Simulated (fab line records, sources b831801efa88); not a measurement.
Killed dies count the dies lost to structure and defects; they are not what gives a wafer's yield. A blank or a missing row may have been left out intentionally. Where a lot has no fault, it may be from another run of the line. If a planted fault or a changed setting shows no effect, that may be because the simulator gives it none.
One fault through the eyes of 2 desks -- flow sky130 -- every desk sees just its own numbers, and what lay behind them comes last

## FOR THE TOOL OWNER'S DESK: rie metal-01
The tool's own readings at SKY_METAL1_ETCH_18 (etches BARC in N2/H2, stops on SiO2, time 45.9 s, target depth 60 nm): means of the sampled wafers that have a number, for each lot that ran on this tool. A lot is out of limits, marked OUT, if its mean lies more than 4 standard deviations from the usual mean; the brackets give that distance.
Columns: A = drypump motor current A at SKY_METAL1_ETCH_18, usual 6.01 A; B = oes product au at SKY_METAL1_ETCH_18, usual 0.854 a.u.; C = throttle valve pct at SKY_METAL1_ETCH_18, usual 13.224 %
lot,first seen here,A,B,C
L178,day 34 00:08,5.97,0.852,13.218
L181,day 35 17:11,6.00,0.856,13.224
L183,day 36 02:01,6.00,0.853,13.227
L193,day 38 05:20,5.98,0.862,13.229
L196,day 38 19:46,6.00,0.856,13.221
This desk's finding: nothing out of limits on any of the 5 lots.

## FROM THE METROLOGY DESK
Means of the sampled wafers that have a number, per lot and without regard to the tool the lot ran on: this is what the gauges read. A lot is out of limits, marked OUT, if its mean lies more than 4 standard deviations from the usual mean; the brackets give that distance.
Columns: A = cd nm at SKY_LI_CONTACT_CD_MEAS_12, usual 170.1 nm; B = LOCAL_INTERCONNECT_TIN_RS at SKY_LOCAL_INTERCONNECT_RS_MEAS_01, usual 14.14 ohm/sq
lot,first seen here,A,B
L178,day 30 10:53,171.2,14.16
L181,day 32 04:24,168.6,14.23
L183,day 32 14:35,171.8,13.98
L184,day 32 18:45,171.7,14.04
L186,day 33 02:38,167.6,14.13
L187,day 34 10:11,171.7,14.18
L193,day 34 17:43,169.1,14.03
L196,day 35 08:33,170.6,14.09
L198,day 36 06:07,167.9,14.48
L199,day 36 09:50,171.7,14.01
L200,day 36 13:00,170.5,14.07
This desk's finding: nothing out of limits on any of the 11 lots.

## BROUGHT TOGETHER
The desk of the tool owner found nothing out of limits.
The metrology desk saw nothing out of limits.

## WHAT THE SIMULATOR HAD INSERTED
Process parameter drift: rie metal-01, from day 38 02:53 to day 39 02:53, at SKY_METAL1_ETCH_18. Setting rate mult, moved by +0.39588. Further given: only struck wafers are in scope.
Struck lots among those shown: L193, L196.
